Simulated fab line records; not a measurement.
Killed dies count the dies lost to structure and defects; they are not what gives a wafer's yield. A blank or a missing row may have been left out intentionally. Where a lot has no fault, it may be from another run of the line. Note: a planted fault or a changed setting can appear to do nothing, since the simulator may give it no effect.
fab line records | flow sky130
[record] lots = 11 wafers = 33 last-day = 50
route steps=708 shown VT_ADJUST_LVTN@117 VT_ADJUST_NCORE@127 SONOS_ONO@169 PAD_OPEN@708
lots with no fault: from the same line, run without faults
start-h: start of the lot's first displayed wafer, in hours after the record's first day | wait-h: time in hours since the lot's previous step | " same as the row above | L1.1+2: one row covering several wafers at once | - no value present, or no start provided | * or withheld: withheld | < > ~ a bound
route shown NAME@n: names a module that has steps shown in the file, with the first one's number in the route | usual: the fault-free wafers' mean and standard deviation | same: alike in all rows | chamber/n: place in a boat | sites: per-site readings | _std_site: how widely they spread, as a standard deviation | _edge_site: mean of outer sites minus mean of inner sites | radius-mm: for every site, how far away it sits from the centre of the wafer | mask NAME#n: copy n | behind: the tool/chamber that last shaped the wafer | hold: the reason the lot was held/the length of the hold in hours/how it ended | device: names the non-switching transistor (n, p or np) | end of line: tests of these same wafers at the route's end | a step with no rows: only its recipe | killed: dies that structure and defects cost at the first sort, which is not the same as the wafer's yield | map: per-die view of a wafer (x killed, . not killed, _ where there is no die)
set.NAME: the setting that was run; set.NAME@STEP: the one run at that earlier step | model.NAME: the simulator's own value behind a step, which no gauge read
one table for each step of the route and one row for each wafer, over a sample of lots
services: from which hour (start-h, from the record's first day; less than 0 if before it) a tool's chamber was out of use, for how many hours, and why
[[steps]]
[step SKY_VT_ADJUST_LVTN_STRIP_20]
[recipe] chemistry = O2/N2 power-w = 1400 pressure-mtorr = 1500 platen-temp-c = withheld o2-flow-sccm = 3000 n2-flow-sccm = 300 overash-fraction = 0.5
[usual] drypump-motor-current-A = 5.7/0.43 oes-product-au = 0.716/0.0047 strip-time-to-endpoint-s = 14.16/0.039
// columns lot.wafer tool chamber start-h wait-h drypump-motor-current-A oes-product-au rf-hours-counter-h strip-time-to-endpoint-s
L587.2 plasma-asher-04 0 184.21 0.1 6.1 0.708 50 14.19
L587.4 " 0 " " 6.1 0.720 - 14.19
L587.5 " 0 " " 6.1 0.706 - 14.19
L590.2 plasma-asher-02 1 209.19 0.1 4.8 0.716 37 14.13
L590.3 " 1 " " 4.8 0.715 - 14.12
L590.6 " 0 " " 5.7 0.725 - 14.14
L591.1 plasma-asher-04 1 214.31 0.1 5.5 0.719 53 14.14
L591.2 " 0 " " 6.2 0.721 53 14.14
L591.3 " 1 " " 5.5 0.714 - 14.16
L593.1 plasma-asher-01 0 228.14 0.1 6.1 0.721 10 14.18
L593.2 " 1 " " 5.6 0.724 10 14.24
L593.3 " 0 " " 6.1 0.706 - 14.23
L594.2 plasma-asher-01 0 232.74 0.1 6.1 0.718 11 14.09
L594.3 " 1 " " 5.6 0.723 - 14.05
L594.6 " 1 " " 5.6 0.714 - 14.12
L595.2 plasma-asher-02 0 241.11 0.1 5.8 0.715 40 14.11
L595.4 " 1 " " 4.8 0.720 - 14.11
L595.6 " 0 " " 5.8 0.715 - 14.10
L596.3 plasma-asher-04 0 249.56 0.1 6.2 0.726 - 14.22
L596.5 " 0 " " 6.1 0.722 - 14.23
L596.6 " 1 " " 5.5 0.715 - 14.22
L603.1 plasma-asher-04 1 302.66 0.1 5.5 0.719 62 14.12
L603.4 " 0 " " 6.1 0.721 - 14.13
L603.5 " 0 " " 6.1 0.712 - 14.14
L604.2 plasma-asher-02 1 307.38 0.1 4.8 0.707 47 14.20
L604.4 " 1 " " 4.8 0.708 - 14.19
L604.5 " 0 " " 5.8 0.715 - 14.17
L606.1 plasma-asher-01 1 315.49 0.1 5.6 0.713 19 14.16
L606.3 " 1 " " 5.6 0.712 - 14.19
L606.6 " 0 " " 6.1 0.716 - 14.16
L605.1 plasma-asher-02 0 319.16 0.1 5.8 0.720 48 14.19
L605.5 " 1 " " 4.8 0.719 - 14.12
L605.6 " 0 " " 5.7 0.715 - 14.20
[step SKY_VT_ADJUST_NCORE_OVL_MEAS_08]
[usual] VT_ADJUST_NCORE_OVL = 0.0/1.7
// columns lot.wafer tool chamber start-h wait-h VT_ADJUST_NCORE_OVL[nm]
L587.2 overlay-01 - 205.48 0.1 -0.5
L587.4 " - " " -1.8
L587.5 " - " " 0.3
L590.2 overlay-02 - 231.18 0.1 1.3
L590.3 " - " " -0.5
L590.6 " - " " 0.9
L591.1 overlay-01 - 237.19 0.1 2.3
L591.2 " - " " 3.8
L591.3 " - " " 1.0
L593.1 overlay-02 - 251.30 0.1 0.5
L593.2 " - " " -0.2
L593.3 " - " " -0.2
L594.2 overlay-01 - 255.85 0.1 1.9
L594.3 " - " " 0.5
L594.6 " - " " 0.7
L595.2 overlay-01 - 264.08 0.1 -0.2
L595.4 " - " " 0.7
L595.6 " - " " 0.5
L596.3 overlay-01 - 274.03 0.1 -2.2
L596.5 " - " " -1.0
L596.6 " - " " -0.2
L603.1 overlay-01 - 328.87 0.1 -3.0
L603.4 " - " " -3.1
L603.5 " - " " -2.6
L604.2 overlay-01 - 333.55 0.1 -2.3
L604.4 " - " " -1.4
L604.5 " - " " -0.7
L606.1 overlay-02 - 341.79 0.1 -0.5
L606.3 " - " " 0.1
L606.6 " - " " 0.3
L605.1 overlay-01 - 345.32 0.1 1.0
L605.5 " - " " 3.0
L605.6 " - " " 0.2
[step SKY_SONOS_ONO_THK_MEAS_01]
[recipe] reads = SiO2_of_SONOS_ONO_OXIDATION_00
[usual] SONOS_ONO_OXIDATION_THK = 2.57/0.062
// columns lot.wafer tool chamber start-h wait-h SONOS_ONO_OXIDATION_THK[nm]
L587.2 film-metro-03 - 278.61 0.0 2.57
L587.4 " - " " 2.59
L587.5 " - " " 2.58
L590.2 film-metro-04 - 305.88 0.0 2.55
L590.3 " - " " 2.54
L590.6 " - " " 2.54
L591.1 film-metro-04 - 314.48 0.0 2.64
L591.2 " - " " 2.66
L591.3 " - " " 2.58
L593.1 film-metro-04 - 329.66 0.0 2.55
L593.2 " - " " 2.55
L593.3 " - " " 2.53
L594.2 film-metro-03 - 334.64 0.0 2.67
L594.3 " - " " 2.64
L594.6 " - " " 2.65
L595.2 film-metro-01 - 343.06 0.0 2.49
L595.4 " - " " 2.57
L595.6 " - " " 2.62
L596.3 film-metro-04 - 354.26 0.0 2.56
L596.5 " - " " 2.53
L596.6 " - " " 2.55
L603.1 film-metro-01 - 416.80 0.0 2.43
L603.4 " - " " 2.60
L603.5 " - " " 2.49
L604.2 film-metro-01 - 422.99 0.0 2.62
L604.4 " - " " 2.66
L604.5 " - " " 2.62
L606.1 film-metro-03 - 431.46 0.0 2.51
L606.3 " - " " 2.55
L606.6 " - " " 2.56
L605.1 film-metro-03 - 437.42 0.0 2.52
L605.5 " - " " 2.47
L605.6 " - " " 2.48
[step SKY_SONOS_ONO_CVD_04]
[recipe] material = SiO2 precursor = SiH4/N2O target-thk-nm = 5.7199 temp-c = 900 pressure-mtorr = 400
[usual] spike-tc-bottom-C = 915.8/1.8 spike-tc-centre-C = 900.5/1 spike-tc-lower-C = 900.2/1.4 zone-power-bottom-pct = 26.1/1.5 zone-power-centre-pct = 17.6/0.72 zone-power-lower-pct = 18.2/2.5
// columns lot.wafer tool chamber start-h wait-h spike-tc-bottom-C spike-tc-centre-C spike-tc-lower-C zone-power-bottom-pct zone-power-centre-pct zone-power-lower-pct
L587.2 lpcvd-03 1 279.77 0.0 914.1 899.5 900.8 25.0 18.0 16.4
L587.4 " 1 " " 915.8 898.7 900.1 25.0 18.3 16.5
L587.5 " 1 " " 912.7 899.5 898.4 25.3 18.3 16.0
L590.2 lpcvd-03 1 308.39 0.0 914.8 900.0 900.0 25.1 18.1 16.3
L590.3 " 1 " " 913.9 898.7 898.8 24.8 18.2 16.5
L590.6 " 1 " " 913.7 899.5 901.0 25.3 18.0 16.2
L591.1 lpcvd-03 1 315.65 0.1 914.5 900.7 898.2 24.7 18.1 16.3
L591.2 " 1 " " 914.8 900.1 899.1 24.7 17.8 16.1
L591.3 " 1 " " 913.9 900.8 900.1 25.0 18.0 16.3
L593.1 lpcvd-03 0 332.35 0.1 916.8 900.8 901.7 27.8 16.9 21.0
L593.2 " 0 " " 918.3 900.2 902.0 27.7 16.7 21.1
L593.3 " 0 " " 918.8 902.3 901.9 28.0 16.8 20.8
L594.2 lpcvd-03 1 337.15 0.0 910.4 896.2 933.4 20.2 12.2 28.6
L594.3 " 1 " " 910.1 894.2 932.9 20.3 12.1 28.7
L594.6 " 1 " " 909.0 895.6 934.4 20.3 12.2 28.2
L595.2 lpcvd-03 1 344.66 0.0 910.5 896.6 933.7 20.5 12.1 28.1
L595.4 " 1 " " 908.7 895.3 933.0 20.3 12.0 28.4
L595.6 " 1 " " 908.6 896.3 932.7 20.3 12.1 28.3
L596.3 lpcvd-03 1 355.72 0.0 909.1 898.5 933.2 19.8 12.2 28.5
L596.5 " 1 " " 907.4 895.4 932.4 20.3 12.0 28.5
L596.6 " 1 " " 907.0 899.3 933.7 20.8 12.1 28.4
L603.1 lpcvd-03 0 417.97 0.1 919.8 901.8 901.7 27.8 16.6 21.2
L603.4 " 0 " " 918.3 898.3 902.7 27.9 16.9 20.9
L603.5 " 0 " " 916.5 901.5 901.0 28.0 16.6 21.3
L604.2 lpcvd-03 0 425.16 0.0 917.0 901.7 903.1 28.0 16.5 21.8
L604.4 " 0 " " 917.5 900.6 903.6 27.7 16.7 21.1
L604.5 " 0 " " 917.3 900.6 901.0 27.6 16.5 21.1
L606.1 lpcvd-03 0 432.63 0.1 918.1 901.4 902.6 28.4 16.8 21.6
L606.3 " 0 " " 916.8 901.9 899.0 28.4 16.6 21.3
L606.6 " 0 " " 917.1 900.9 904.2 28.2 16.4 21.4
L605.1 lpcvd-03 1 438.59 0.1 913.8 900.4 899.3 25.1 18.0 16.2
L605.5 " 1 " " 916.0 900.8 898.3 25.0 18.0 16.6
L605.6 " 1 " " 914.3 900.4 900.2 25.2 17.9 16.3
[step SKY_SONOS_ONO_THK_MEAS_05]
[recipe] reads = SiO2_of_SONOS_ONO_CVD_04
[usual] SONOS_ONO_CVD_04_THK = 5.65/0.11
// columns lot.wafer tool chamber start-h wait-h hold SONOS_ONO_CVD_04_THK[nm]
L587.2 film-metro-04 - 281.65 0.0 - 5.77
L587.4 " - " " - 5.65
L587.5 " - " " - 5.81
L590.2 film-metro-03 - 309.65 0.0 - 5.65
L590.3 " - " " - 5.60
L590.6 " - " " - 5.65
L591.1 film-metro-03 - 316.90 0.0 - 5.86
L591.2 " - " " - 5.83
L591.3 " - " " - 5.83
L593.1 film-metro-01 - 334.23 0.0 - 5.52
L593.2 " - " " - 5.57
L593.3 " - " " - 5.57
L594.2 film-metro-01 - 338.41 0.0 await-dispo/0.2h/release 6.33
L594.3 " - " " await-dispo/0.2h/release 6.24
L594.6 " - " " await-dispo/0.2h/release 5.78
L594.2 film-metro-01 - 338.64 0.2 - 6.35
L594.3 " - " " - 6.34
L594.6 " - " " - 5.75
L595.2 film-metro-04 - 345.92 0.0 await-dispo/0.2h/release 6.31
L595.4 " - " " await-dispo/0.2h/release 5.92
L595.6 " - " " await-dispo/0.2h/release 5.81
L595.2 film-metro-04 - 346.15 0.2 - 6.36
L595.4 " - " " - 5.95
L595.6 " - " " - 5.74
L596.3 film-metro-03 - 356.99 0.0 await-dispo/0.2h/release 7.02
L596.5 " - " " await-dispo/0.2h/release 6.96
L596.6 " - " " await-dispo/0.2h/release 6.86
L596.3 film-metro-03 - 357.22 0.2 - 6.99
L596.5 " - " " - 6.94
L596.6 " - " " - 6.81
L603.1 film-metro-03 - 419.22 0.0 - 5.59
L603.4 " - " " - 5.53
L603.5 " - " " - 5.66
L604.2 film-metro-04 - 426.42 0.0 - 5.94
L604.4 " - " " - 5.84
L604.5 " - " " - 5.90
L606.1 film-metro-03 - 433.88 0.0 - 5.82
L606.3 " - " " - 5.79
L606.6 " - " " - 5.79
L605.1 film-metro-04 - 439.84 0.0 - 5.63
L605.5 " - " " - 5.70
L605.6 " - " " - 5.59
[step SKY_PAD_OPEN_PROBE_99]
[usual] killed_at_M0_to_M3 = 44/7.3 killed_at_M4_up = 3.1/1.6 killed-at-contacts = 24/5.4 killed-at-front-end = 15/4 killed-at-other = 0.2/0.49 killed-dies = 86/10 killed-on-rim = 17/3.7 killed-open = 48/7.3 killed-short = 38/6.3
[same] gross-dies = 492 killed-at-back-side = 0
// columns lot.wafer tool chamber start-h wait-h killed_at_M0_to_M3 killed_at_M4_up killed-at-contacts killed-at-front-end killed-at-other killed-dies killed-on-rim killed-open killed-short
L587.2 prober-02 - 1094.36 0.1 39 0 22 17 0 78 12 42 36
L587.4 prober-02 - 1094.46 0.2 45 5 25 14 0 89 18 45 44
L587.5 prober-02 - 1094.51 0.2 39 3 31 16 0 89 18 54 35
L590.2 prober-01 - 1116.20 0.1 45 2 24 18 0 89 11 52 37
L590.3 prober-01 - 1116.25 0.2 33 3 17 21 1 75 13 38 37
L590.6 prober-01 - 1116.40 0.2 52 2 11 18 0 83 23 46 37
L591.1 prober-02 - 1121.07 0.1 51 3 27 22 1 104 18 54 50
L591.2 prober-02 - 1121.12 0.1 43 4 26 12 0 85 15 44 41
L591.3 prober-02 - 1121.17 0.2 47 2 15 15 0 79 17 38 41
L593.1 prober-02 - 1134.63 0.1 54 3 24 13 0 94 17 49 45
L593.2 prober-02 - 1134.68 0.1 46 4 22 12 0 84 17 48 36
L593.3 prober-02 - 1134.73 0.2 49 2 26 12 0 89 16 42 47
L594.2 prober-01 - 1136.65 0.1 38 4 29 10 0 81 14 41 40
L594.3 prober-01 - 1136.70 0.2 47 4 23 15 1 90 20 59 31
L594.6 prober-01 - 1136.85 0.2 51 1 23 15 0 90 15 52 38
L595.2 prober-02 - 1144.06 0.1 43 2 22 13 0 80 18 48 32
L595.4 prober-02 - 1144.16 0.2 48 4 29 23 0 104 15 60 44
L595.6 prober-02 - 1144.26 0.2 25 2 29 14 0 70 16 45 25
L596.3 prober-01 - 1150.84 0.2 41 7 30 17 0 95 19 51 44
L596.5 prober-01 - 1150.94 0.2 63 4 20 12 0 99 20 45 54
L596.6 prober-01 - 1150.99 0.2 58 6 24 10 1 99 24 51 48
L603.1 prober-01 - 1187.58 0.1 38 1 25 13 0 77 10 50 27
L603.4 prober-01 - 1187.73 0.2 45 3 18 25 1 92 11 52 40
L603.5 prober-01 - 1187.78 0.2 45 4 34 13 0 96 18 57 39
L604.2 prober-02 - 1192.10 0.1 36 3 21 14 0 74 11 39 35
L604.4 prober-02 - 1192.20 0.2 40 4 18 20 1 83 17 48 35
L604.5 prober-02 - 1192.25 0.2 34 2 22 15 0 73 15 42 31
L606.1 prober-01 - 1195.39 0.1 50 2 26 8 0 86 18 54 32
L606.3 prober-01 - 1195.49 0.2 53 6 23 12 0 94 17 58 36
L606.6 prober-01 - 1195.64 0.2 44 3 19 16 1 83 13 49 34
L605.1 prober-02 - 1197.62 0.1 44 5 25 20 0 94 19 54 40
L605.5 prober-02 - 1197.82 0.2 42 2 20 7 0 71 16 40 31
L605.6 prober-02 - 1197.87 0.2 41 3 21 16 1 82 17 50 32
// killed by level:class
L587.2 CONTACT:geometric-particle:open=9 VIA1:geometric-particle:open=9 VIA3:geometric-particle:open=6 SPACER:geometric-particle:short=5 VIA2:geometric-particle:open=5 LI_CONTACT:geometric-particle:open=4 CONTACT:geometric-particle:short=4 METAL1:geometric-particle:short=4
L587.4 METAL2:geometric-particle:short=10 VIA1:geometric-particle:open=8 LI_CONTACT:geometric-particle:open=7 VIA2:geometric-particle:open=7 CONTACT:geometric-particle:open=7 METAL3:geometric-particle:short=5 VIA3:geometric-particle:open=5 LOCAL_INTERCONNECT:geometric-particle:short=4
L587.5 CONTACT:geometric-particle:open=18 VIA1:geometric-particle:open=12 POLY_GATE:geometric-particle:open=7 VIA3:geometric-particle:open=6 VIA3:geometric-particle:short=4 FIELD_ISO:geometric-particle:short=3 LI_CONTACT:geometric-particle:short=3 LI_CONTACT:geometric-particle:open=3
L590.2 VIA1:geometric-particle:open=11 POLY_GATE:geometric-particle:open=10 VIA2:geometric-particle:open=8 LI_CONTACT:geometric-particle:open=7 METAL1:geometric-particle:short=6 LI_CONTACT:geometric-particle:short=5 VIA3:geometric-particle:open=5 CONTACT:geometric-particle:open=5
L590.3 POLY_GATE:geometric-particle:short=7 CONTACT:geometric-particle:open=7 LI_CONTACT:geometric-particle:open=6 METAL1:geometric-particle:short=6 FIELD_ISO:geometric-particle:open=5 VIA2:geometric-particle:open=5 POLY_GATE:geometric-particle:open=4 METAL2:geometric-particle:short=4
L590.6 VIA1:geometric-particle:open=13 METAL1:geometric-particle:short=10 VIA2:geometric-particle:open=6 VIA3:geometric-particle:open=6 FIELD_ISO:geometric-particle:short=5 LI_CONTACT:geometric-particle:open=5 METAL3:geometric-particle:short=5 POLY_GATE:geometric-particle:open=4
L591.1 CONTACT:geometric-particle:open=10 FIELD_ISO:geometric-particle:open=9 METAL1:geometric-particle:short=9 VIA1:geometric-particle:open=8 LI_CONTACT:geometric-particle:open=7 METAL2:geometric-particle:short=7 VIA2:geometric-particle:open=7 CONTACT:geometric-particle:short=6
L591.2 VIA1:geometric-particle:open=11 CONTACT:geometric-particle:open=10 METAL1:geometric-particle:short=8 LOCAL_INTERCONNECT:geometric-particle:short=5 VIA2:geometric-particle:open=5 VIA3:geometric-particle:short=5 LI_CONTACT:geometric-particle:open=4 CONTACT:geometric-particle:short=4
L591.3 VIA1:geometric-particle:open=12 VIA3:geometric-particle:open=7 METAL1:geometric-particle:short=6 VIA1:geometric-particle:short=6 POLY_GATE:geometric-particle:short=5 LOCAL_INTERCONNECT:geometric-particle:short=5 CONTACT:geometric-particle:open=5 FIELD_ISO:geometric-particle:open=4
L593.1 METAL1:geometric-particle:short=13 VIA1:geometric-particle:open=10 CONTACT:geometric-particle:open=8 LI_CONTACT:geometric-particle:open=8 CONTACT:geometric-particle:short=6 VIA3:geometric-particle:open=6 VIA1:geometric-particle:short=5 VIA2:geometric-particle:short=5
L593.2 VIA1:geometric-particle:open=11 METAL2:geometric-particle:short=9 CONTACT:geometric-particle:open=9 VIA2:geometric-particle:open=7 FIELD_ISO:geometric-particle:open=4 POLY_GATE:geometric-particle:open=4 METAL1:geometric-particle:short=4 LI_CONTACT:geometric-particle:open=4
L593.3 CONTACT:geometric-particle:open=9 VIA1:geometric-particle:open=9 VIA2:geometric-particle:open=9 CONTACT:geometric-particle:short=7 METAL3:geometric-particle:short=7 METAL1:geometric-particle:short=5 VIA3:geometric-particle:short=5 POLY_GATE:geometric-particle:short=4
L594.2 VIA1:geometric-particle:open=11 LI_CONTACT:geometric-particle:open=7 CONTACT:geometric-particle:open=7 CONTACT:geometric-particle:short=7 LI_CONTACT:geometric-particle:short=4 POLY_GATE:geometric-particle:short=4 METAL1:geometric-particle:short=4 METAL3:geometric-particle:short=4
L594.3 VIA1:geometric-particle:open=14 CONTACT:geometric-particle:open=11 VIA3:geometric-particle:short=7 VIA3:geometric-particle:open=7 FIELD_ISO:geometric-particle:open=4 POLY_GATE:geometric-particle:open=4 LI_CONTACT:geometric-particle:open=4 VIA2:geometric-particle:open=4
L594.6 VIA1:geometric-particle:open=12 CONTACT:geometric-particle:open=11 VIA2:geometric-particle:open=8 POLY_GATE:geometric-particle:open=6 METAL1:geometric-particle:short=6 VIA2:geometric-particle:short=6 LI_CONTACT:geometric-particle:open=5 METAL2:geometric-particle:short=4
L595.2 CONTACT:geometric-particle:open=12 VIA1:geometric-particle:open=10 METAL1:geometric-particle:short=5 VIA3:geometric-particle:open=4 METAL3:geometric-particle:short=4 SPACER:geometric-particle:open=4 LI_CONTACT:geometric-particle:open=4 CONTACT:geometric-particle:short=4
L595.4 VIA1:geometric-particle:open=17 LI_CONTACT:geometric-particle:open=10 VIA2:geometric-particle:open=8 POLY_GATE:geometric-particle:open=7 CONTACT:geometric-particle:short=7 VIA1:geometric-particle:short=7 POLY_GATE:geometric-particle:short=4 SPACER:geometric-particle:short=4
L595.6 CONTACT:geometric-particle:open=14 VIA1:geometric-particle:open=13 CONTACT:geometric-particle:short=8 POLY_GATE:geometric-particle:open=5 LI_CONTACT:geometric-particle:open=4 METAL1:geometric-particle:short=4 FIELD_ISO:geometric-particle:open=3 POLY_GATE:geometric-particle:short=3
L596.3 CONTACT:geometric-particle:open=11 VIA1:geometric-particle:open=10 FIELD_ISO:geometric-particle:open=7 LI_CONTACT:geometric-particle:open=7 METAL2:geometric-particle:short=7 FIELD_ISO:geometric-particle:short=6 LOCAL_INTERCONNECT:geometric-particle:short=6 CONTACT:geometric-particle:short=5
L596.5 METAL2:geometric-particle:short=10 VIA2:geometric-particle:open=9 METAL1:geometric-particle:short=9 VIA1:geometric-particle:short=8 CONTACT:geometric-particle:open=8 VIA1:geometric-particle:open=8 LI_CONTACT:geometric-particle:open=7 FIELD_ISO:geometric-particle:short=6
L596.6 VIA1:geometric-particle:short=10 VIA1:geometric-particle:open=9 LI_CONTACT:geometric-particle:open=8 VIA2:geometric-particle:open=8 CONTACT:geometric-particle:open=7 METAL1:geometric-particle:short=6 VIA3:geometric-particle:open=6 METAL2:geometric-particle:short=5
L603.1 CONTACT:geometric-particle:open=14 VIA1:geometric-particle:open=13 VIA3:geometric-particle:open=6 LI_CONTACT:geometric-particle:open=5 FIELD_ISO:geometric-particle:open=4 METAL1:geometric-particle:short=4 VIA1:geometric-particle:short=4 VIA2:geometric-particle:open=4
L603.4 VIA1:geometric-particle:open=14 CONTACT:geometric-particle:open=9 VIA2:geometric-particle:open=7 POLY_GATE:geometric-particle:short=6 METAL1:geometric-particle:short=6 VIA1:geometric-particle:short=6 FIELD_ISO:geometric-particle:short=5 LI_CONTACT:geometric-particle:open=4
L603.5 CONTACT:geometric-particle:open=13 VIA1:geometric-particle:open=12 VIA2:geometric-particle:open=8 LI_CONTACT:geometric-particle:open=7 LOCAL_INTERCONNECT:geometric-particle:short=7 VIA3:geometric-particle:open=6 POLY_GATE:geometric-particle:short=6 METAL1:geometric-particle:short=4
L604.2 VIA1:geometric-particle:open=11 CONTACT:geometric-particle:open=8 CONTACT:geometric-particle:short=6 FIELD_ISO:geometric-particle:open=5 VIA1:geometric-particle:short=5 FIELD_ISO:geometric-particle:short=4 VIA2:geometric-particle:short=4 VIA3:geometric-particle:open=4
L604.4 VIA2:geometric-particle:open=9 VIA3:geometric-particle:open=8 METAL1:geometric-particle:short=7 POLY_GATE:geometric-particle:open=6 VIA1:geometric-particle:open=6 LOCAL_INTERCONNECT:geometric-particle:short=4 CONTACT:geometric-particle:short=4 CONTACT:geometric-particle:open=4
L604.5 CONTACT:geometric-particle:open=9 VIA1:geometric-particle:open=7 FIELD_ISO:geometric-particle:open=6 VIA1:geometric-particle:short=6 VIA3:geometric-particle:open=5 LOCAL_INTERCONNECT:geometric-particle:short=4 METAL2:geometric-particle:short=4 VIA2:geometric-particle:open=4
L606.1 VIA1:geometric-particle:open=12 LI_CONTACT:geometric-particle:open=10 CONTACT:geometric-particle:open=10 VIA2:geometric-particle:open=10 VIA3:geometric-particle:open=8 METAL1:geometric-particle:short=6 VIA1:geometric-particle:short=4 VIA3:geometric-particle:short=4
L606.3 VIA1:geometric-particle:open=11 LI_CONTACT:geometric-particle:open=9 VIA2:geometric-particle:open=9 CONTACT:geometric-particle:open=8 VIA3:geometric-particle:open=8 METAL2:geometric-particle:short=7 POLY_GATE:geometric-particle:short=4 POLY_GATE:geometric-particle:open=4
L606.6 VIA1:geometric-particle:open=10 VIA2:geometric-particle:open=9 VIA3:geometric-particle:open=7 CONTACT:geometric-particle:short=6 POLY_GATE:geometric-particle:open=5 LI_CONTACT:geometric-particle:open=5 LI_CONTACT:geometric-particle:short=4 VIA1:geometric-particle:short=4
L605.1 VIA1:geometric-particle:open=14 CONTACT:geometric-particle:open=11 VIA3:geometric-particle:open=6 LI_CONTACT:geometric-particle:open=5 METAL2:geometric-particle:open=5 METAL4:geometric-particle:short=5 FIELD_ISO:geometric-particle:open=4 CONTACT:geometric-particle:short=4
L605.5 VIA1:geometric-particle:open=11 CONTACT:geometric-particle:open=7 VIA2:geometric-particle:open=6 VIA3:geometric-particle:open=6 METAL1:geometric-particle:short=5 LOCAL_INTERCONNECT:geometric-particle:short=4 POLY_GATE:geometric-particle:open=3 LI_CONTACT:geometric-particle:short=3
L605.6 CONTACT:geometric-particle:open=9 VIA1:geometric-particle:open=9 VIA3:geometric-particle:open=6 POLY_GATE:geometric-particle:open=6 LI_CONTACT:geometric-particle:open=6 VIA1:geometric-particle:short=6 METAL1:geometric-particle:short=4 CONTACT:geometric-particle:short=4
[[services]]
// columns tool chamber start-h hours kind
plasma-asher-02 - 170.31 2.8 pm
plasma-asher-02 - 226.23 2.9 repair
plasma-asher-04 - 259.42 1.2 repair
lpcvd-03 - 259.83 6.1 pm
plasma-asher-02 - 339.43 4.0 repair
plasma-asher-04 - 383.22 0.9 repair
plasma-asher-04 - 421.25 9.0 pm
plasma-asher-04 0 421.25 9.0 vent-cycle
plasma-asher-04 1 421.25 9.0 vent-cycle
plasma-asher-04 0 430.25 - clean
plasma-asher-04 1 430.25 - clean
[[key]]
[first-sign] step = SKY_SONOS_ONO_CVD_04 reading = spike-tc-lower-C direction = up sigmas = 23 usual = 900.2 struck = 933.3
[effect] step = SKY_SONOS_ONO_CVD_04 reading = zone-power-centre-pct direction = down sigmas = 7.5 usual = 17.6 struck = 12.1
[effect] step = SKY_SONOS_ONO_THK_MEAS_05 reading = visit direction = added
[effect] step = SKY_SONOS_ONO_THK_MEAS_05 reading = SONOS_ONO_CVD_04_THK direction = up sigmas = 6.4 usual = 5.65 struck = 6.36 wafers-moved = 7
met-at SKY_SONOS_ONO_CVD_04
struck-lots L594,L595,L596
tester-left-out L594,L595,L596
not-acting-at SKY_VT_ADJUST_LVTN_STRIP_20,SKY_VT_ADJUST_NCORE_OVL_MEAS_08,SKY_SONOS_ONO_THK_MEAS_01
onset-between 332.35 337.15
[fault] kind = process-parameter-drift tool = lpcvd-03 chamber = - onset-h = 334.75 steps = SKY_SONOS_ONO_CVD_04 channel = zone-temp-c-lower offset = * shape = step end-h = 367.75
// tester-left-out: of these lots the tester's yield and bins aren't shown, on N5 and GAA mostly nor the transistor test; their killed dies are dies lost to structure and defects alone, not to doping, threshold or leakage, so they don't give the yield
